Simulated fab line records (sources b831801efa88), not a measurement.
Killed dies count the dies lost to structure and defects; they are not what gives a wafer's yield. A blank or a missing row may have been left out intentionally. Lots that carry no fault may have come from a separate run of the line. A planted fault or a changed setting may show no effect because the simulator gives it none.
A lot that was struck, set against a sound lot -- flow sky130 -- 43 steps out of a route of 708
Sound: wafers L817.2, L817.3, L817.6. Struck: wafers L831.2, L831.4. (L831.5 of the same lot was not struck and is left out.) The cause comes at the end.
Order at every step that has rows: each side's tool, ch and its chambers, its first start. Under that, the readings that differ: sound wafers -- struck wafers -- difference of the means -- sigmas: that difference in standard deviations of wafers without a fault.
alike: same words and numbers on both sides, and readings whose means sit less than 2 such deviations apart. not compared: any withheld reading, any reading some wafer has no value for, any bound like >300 that may hide the same value, and any number with overlapping values for which the record gives no deviation.
A row with sigmas, a row that says differs or no value, or rows on one side alone: a step with any of these is where the two part. Numbers that don't overlap but have no deviation are shown without sigmas and don't part them. Lack of a reading on every wafer of one side parts them only where that side has two or more wafers.

SKY_CAP2M_THK_MEAS_01:
  struck on film_metro-02, day 43 20:01; sound on film_metro-02, day 39 15:58
  alike: CAP2M_CVD_00_THK
SKY_CAP2M_SPUTTER_02: material TiN, target thk 200 nm, time 166.7 s.
  struck on pvd_sputter-01, day 43 20:04; sound on pvd_sputter-04, day 39 16:01
  alike: throttle_valve_pct
SKY_CAP2M_RS_MEAS_03: measurement is done with a four-point probe.
  struck on film_metro-01, day 43 20:12; sound on film_metro-01, day 39 16:09
  alike: CAP2M_TIN_RS
SKY_CAP2M_THK_MEAS_04: measures by xrf.
  struck on film_metro-01, day 43 20:19; sound on film_metro-01, day 39 16:16
  alike: CAP2M_TIN_THK
then, 7 steps without rows for these wafers: SKY_CAP2M_DEHYDRATE_05 (time 60 s); SKY_CAP2M_HMDS_06 (prime time 60 s); SKY_CAP2M_COAT_07 (resist thk 1140 nm); SKY_CAP2M_SOFTBAKE_08 (time 60 s); SKY_CAP2M_EXPOSE_09 (exposes mask CAP2M, target cd 1000 nm); SKY_CAP2M_PEB_10; SKY_CAP2M_DEVELOP_11 (develop time 60 s).
SKY_CAP2M_OVL_MEAS_12:
  struck on overlay-02, day 44 18:35; sound on overlay-01, day 40 17:38
  alike: CAP2M_OVL
SKY_CAP2M_METAL_ETCH_13: etches TiN in Cl2/BCl3, stops on SiO2, target depth 220 nm, time 62.9 s.
  sound on rie_metal-04 ch 0,1, day 40 17:40; struck on rie_metal-03 ch 1, day 44 18:37
reading,sound,struck,difference,sigmas
drypump_motor_current_A (A),4.9 4.9 4.7,5.7 5.7,+0.9,+2
  alike: oes_product_au, throttle_valve_pct
  not compared: rf_hours_counter_h
SKY_CAP2M_STRIP_14: strips in O2/N2.
  sound on plasma_asher-03 ch 0,1, day 40 17:45; struck on plasma_asher-03 ch 1, day 44 18:42
  alike: drypump_motor_current_A, oes_product_au, strip_time_to_endpoint_s
  not compared: rf_hours_counter_h
then, 11 steps without rows for these wafers: SKY_CAP2M_STRIP_15 (strips in post etch residue remover, time 1200 s); SKY_CAP2M_CLEAN_16 (cleans in IPA, time 180 s); SKY_CAP2M_CLEAN_17 (cleans in O3/DIW); SKY_METAL4_DEHYDRATE_05 (time 60 s); SKY_METAL4_HMDS_06 (prime time 60 s); SKY_METAL4_COAT_07 (resist thk 60 nm); SKY_METAL4_COAT_08 (resist thk 1140 nm); SKY_METAL4_SOFTBAKE_09 (time 90 s); SKY_METAL4_EXPOSE_10 (exposes mask MM4, target cd 300 nm); SKY_METAL4_PEB_11; SKY_METAL4_DEVELOP_12 (develop time 60 s).
SKY_METAL4_CD_MEAS_13: the cd target is 300 nm.
  struck on cd_sem-01, day 45 17:08; sound on cd_sem-02, day 41 18:54
  alike: cd_nm
SKY_METAL4_OVL_MEAS_14:
  struck on overlay-02, day 45 17:14; sound on overlay-01, day 41 19:01
reading,sound,struck,difference,sigmas
METAL4_OVL (nm),8 10 7,-8 -8,-16,-3
SKY_METAL4_DESCUM_15: chemistry O2, time 8 s.
  sound on rie_metal-02 ch 1, day 41 19:03; struck on rie_metal-02 ch 0,1, day 45 17:16
  alike: drypump_motor_current_A, oes_product_au
  not compared: rf_hours_counter_h
then, 1 step without rows for these wafers: SKY_METAL4_ETCH_16 (etches BARC in N2/H2, stops on SiO2, time 88.2 s, target depth 60 nm).
SKY_METAL4_ETCH_17: etches SiO2 in C4F8/O2/Ar, stops on TiN, time 3.9 s, target depth 15 nm.
  sound on rie_diel-01 ch 0,1,2, day 41 19:18; struck on rie_diel-04 ch 0,3, day 45 17:24
  alike: oes_product_au
  not compared: rf_hours_counter_h
then, 6 steps without rows for these wafers: SKY_METAL4_METAL_ETCH_18 (etches the open film in Cl2/BCl3, stops on SiO2, target depth 845 nm, time 183.1 s); SKY_METAL4_STRIP_19 (strips in O2/N2); SKY_METAL4_STRIP_20 (strips in post etch residue remover, time 1200 s); SKY_METAL4_CLEAN_21 (cleans in IPA, time 180 s); SKY_METAL4_CLEAN_22 (cleans in O3/DIW); SKY_VIA4_HDPCVD_00 (deposits SiO2, target thk 1750 nm, time 291.7 s).
SKY_VIA4_THK_MEAS_01:
  struck on film_metro-02, day 45 18:22; sound on film_metro-03, day 41 20:25
  alike: VIA4_HDPCVD_THK
SKY_VIA4_CMP_02: polishes SiO2.
  sound on cmp-01 ch 0,1,2, day 41 20:40; struck on cmp-01 ch 0,1, day 45 18:31
  alike: motor_current_A, platen_rpm, slurry_flow_ml_min
SKY_VIA4_BOW_MEAS_03:
  struck on film_metro-02, day 45 18:44; sound on film_metro-03, day 41 20:53
  alike: VIA4_BOW
then, 3 steps without rows for these wafers: SKY_VIA4_DEHYDRATE_04 (time 60 s); SKY_VIA4_HMDS_05 (prime time 60 s); SKY_VIA4_COAT_06 (resist thk 1140 nm).
-- the record jumps here: 4 days lie between the struck wafers' starts before and after (it left off in module VIA4 and takes up again in module PAD_OPEN, whose first step shown is number 708 of the route) --
SKY_PAD_OPEN_PROBE_99:
  record: rows for the struck wafers here (prober-01, day 49 06:54), none for the sound ones

== WHERE THEY PART ==
Earliest at SKY_CAP2M_METAL_ETCH_13; latest, in this record, at SKY_PAD_OPEN_PROBE_99.

WHY: what the simulator had put in
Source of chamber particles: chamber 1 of rie_metal-03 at SKY_CAP2M_METAL_ETCH_13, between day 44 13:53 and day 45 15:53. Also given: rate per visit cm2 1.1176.
